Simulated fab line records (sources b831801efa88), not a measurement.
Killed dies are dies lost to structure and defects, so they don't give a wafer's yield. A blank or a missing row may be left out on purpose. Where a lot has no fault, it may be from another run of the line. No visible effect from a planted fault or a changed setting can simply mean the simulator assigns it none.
Which tool was responsible? || flow gf180mcu || 42 wafers sampled from 14 lots at 1 step of a route of 602

== WHAT EACH GAUGE READ, for each wafer ==
GF_SAB_CD_MEAS_09 targets a cd of 420 nm.
{"lot": "L605", "measured": "day 15 08:56", "on": "cd_sem-02", "cd_nm (nm)": "421.6 423.3 421.2"}
{"lot": "L606", "measured": "day 15 16:52", "on": "cd_sem-02", "cd_nm (nm)": "419.6 418.4 418.2"}
{"lot": "L607", "measured": "day 16 02:01", "on": "cd_sem-01", "cd_nm (nm)": "416.2 418.4 418.0"}
{"lot": "L609", "measured": "day 17 03:03", "on": "cd_sem-01", "cd_nm (nm)": "418.7 418.6 422.3"}
{"lot": "L611", "measured": "day 17 18:41", "on": "cd_sem-02", "cd_nm (nm)": "418.3 419.3 417.0"}
{"lot": "L612", "measured": "day 17 23:25", "on": "cd_sem-02", "cd_nm (nm)": "420.6 419.4 421.8"}
{"lot": "L613", "measured": "day 18 11:07", "on": "cd_sem-02", "cd_nm (nm)": "421.2 422.5 421.6"}
{"lot": "L615", "measured": "day 19 03:30", "on": "cd_sem-02", "cd_nm (nm)": "416.8 415.9 418.0"}
{"lot": "L616", "measured": "day 19 10:09", "on": "cd_sem-02", "cd_nm (nm)": "420.2 418.0 419.2"}
{"lot": "L617", "measured": "day 19 20:03", "on": "cd_sem-01", "cd_nm (nm)": "423.3 422.0 420.6"}
{"lot": "L618", "measured": "day 20 03:54", "on": "cd_sem-02", "cd_nm (nm)": "416.3 416.1 418.3"}
{"lot": "L619", "measured": "day 20 11:45", "on": "cd_sem-01", "cd_nm (nm)": "420.5 422.8 422.0"}
{"lot": "L620", "measured": "day 20 19:24", "on": "cd_sem-01", "cd_nm (nm)": "428.0 424.8 423.6"}
{"lot": "L623", "measured": "day 21 21:36", "on": "cd_sem-01", "cd_nm (nm)": "420.3 418.3 419.7"}

== WHAT TOOL EACH LOT RAN ON (gives the tool, then ch and the chambers of the sampled wafers, and finally the start) ==
No process step before these readings appears in the record.

== AS READ BY THE TOOLS THEMSELVES (means over the sampled wafers that have a number; for cases with no such wafer, the mark the record gives instead) ==
The record holds no such reading with a usual standard deviation.

== THE ANSWER, worked out from the rows above alone ==
Rule: the lots themselves supply what counts as usual. Put in order of their means at a reading, lots are off if they are a third of the lots or fewer, leave a main group of 4 or more, and stand apart from it by a gap of 3 or more times the standard deviation of the main group's means; of several such gaps the widest counts. Not used: any main group whose means are identical at the precision the tables above print for the reading. A lot without any number at a reading at which 4 lots or more have one is off too. Any other lot the step has rows for is counted as sound. First the gauges in route order, then the tools' own readings, where a lot's mean is used as printed above. The first step at which some lot is off is used, and at that step the reading that is off furthest; a lot without a number counts as furthest.
None of the lots is off at any reading shown; this tells nothing.

== WHAT THE SIMULATOR HAD PUT IN ==
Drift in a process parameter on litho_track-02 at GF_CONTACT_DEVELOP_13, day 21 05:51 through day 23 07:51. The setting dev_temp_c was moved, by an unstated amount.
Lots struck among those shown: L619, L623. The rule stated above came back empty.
